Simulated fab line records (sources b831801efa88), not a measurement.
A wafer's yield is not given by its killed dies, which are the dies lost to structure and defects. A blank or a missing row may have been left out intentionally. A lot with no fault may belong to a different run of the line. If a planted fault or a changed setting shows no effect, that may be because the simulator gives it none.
Which of the tools did it? ; flow sky130 ; route of 708 steps, sampled at 1 step: 11 lots, 33 wafers

== WHAT THE GAUGES READ, wafer by wafer ==
SKY_CAP2M_THK_MEAS_04: measures by xrf.
lot;measured;on;CAP2M_TIN_THK (nm)
L414;day 39 23:51;filmMetro-04;191.0 195.1 198.0
L415;day 40 12:00;filmMetro-01;199.2 196.0 194.8
L416;day 40 16:29;filmMetro-01;195.7 193.6 192.7
L418;day 40 23:43;filmMetro-02;191.8 191.2 193.7
L419;day 41 13:02;filmMetro-04;191.9 191.6 191.7
L423;day 42 13:58;filmMetro-04;195.3 197.1 199.4
L424;day 43 00:04;filmMetro-02;197.2 194.8 193.7
L426;day 43 07:04;filmMetro-02;195.8 196.7 197.9
L432;day 44 19:50;filmMetro-01;192.3 194.4 195.7
L434;day 45 11:17;filmMetro-02;192.2 194.5 191.7
L437;day 46 04:47;filmMetro-01;192.7 195.1 190.3

== EACH LOT AND THE TOOL THAT RAN IT (in order: tool; ch and the chambers of the sampled wafers; start) ==
No process step before these readings appears in the record.

== THE ANSWER, worked out from the rows above alone ==
Rule: the usual values come from the lots themselves. The widest of any qualifying gaps counts: lots, ordered by their means at a reading, are off when they make up no more than a third of the lots, leave a main group of 4 or more, and stand apart from it by 3 or more times the standard deviation of that group's means. A main group whose means are all the same, to the digits that the tables above print for the reading, isn't used. Also off: a lot with no number at a reading for which 4 or more lots have one. All remaining lots with rows at the step are treated as sound.
Nothing can be told from this: no lot is off at any reading shown.

== WHAT THE SIMULATOR HAD INSERTED ==
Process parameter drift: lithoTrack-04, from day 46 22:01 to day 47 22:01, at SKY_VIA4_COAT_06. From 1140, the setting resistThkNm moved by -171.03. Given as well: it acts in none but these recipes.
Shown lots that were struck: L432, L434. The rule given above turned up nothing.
